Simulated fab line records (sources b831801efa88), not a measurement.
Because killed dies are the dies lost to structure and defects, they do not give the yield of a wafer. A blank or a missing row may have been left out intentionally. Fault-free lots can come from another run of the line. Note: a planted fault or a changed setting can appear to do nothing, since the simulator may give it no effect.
One fault through the eyes of 2 desks    flow sky130    each desk holds nothing but its own numbers, with what lay behind them at the end

## THE METROLOGY DESK
Lot by lot, what the gauges showed, no matter which tool ran the lot: averages of those sampled wafers that carry a number. Marked OUT: a lot whose mean sits more than 4 standard deviations from the usual mean, which makes it out of limits; the brackets give that distance.
Columns: A = cd nm at SKY_CONTACT_CD_MEAS_14, usual 169.8 nm; B = CONTACT_OVL at SKY_CONTACT_OVL_MEAS_15, usual 0 nm
lot   first seen here  A      B
L853  day 32 18:10     169.1  -2
L855  day 33 03:20     168.4  3
L862  day 35 06:35     166.7  3
L863  day 35 18:28     170.2  0
L868  day 37 03:56     170.4  -2
L870  day 37 23:01     171.3  1
This desk's finding: nothing out of limits on any of the 6 lots.

## FOR THE TOOL OWNER'S DESK: pvd sputter-01
The tool's own readings at SKY_CONTACT_SPUTTER_23 (material TiN, target thk 20 nm, time 80 s): means of the sampled wafers that have a number, for each lot that ran on this tool. Marked OUT: a lot whose mean sits more than 4 standard deviations from the usual mean, which makes it out of limits; the brackets give that distance.
Columns: A = throttle valve pct at SKY_CONTACT_SPUTTER_23, usual 30.1 %
lot   first seen here  A
L855  day 33 04:11     30.4
L862  day 35 07:32     30.7
L863  day 35 19:21     31.0
L870  day 37 23:51     31.0
This desk's finding: nothing out of limits on any of the 4 lots.

## PUT TOGETHER
The metrology desk saw nothing out of limits.
The desk of the tool owner found nothing out of limits.

## WHAT WAS PUT IN BY THE SIMULATOR
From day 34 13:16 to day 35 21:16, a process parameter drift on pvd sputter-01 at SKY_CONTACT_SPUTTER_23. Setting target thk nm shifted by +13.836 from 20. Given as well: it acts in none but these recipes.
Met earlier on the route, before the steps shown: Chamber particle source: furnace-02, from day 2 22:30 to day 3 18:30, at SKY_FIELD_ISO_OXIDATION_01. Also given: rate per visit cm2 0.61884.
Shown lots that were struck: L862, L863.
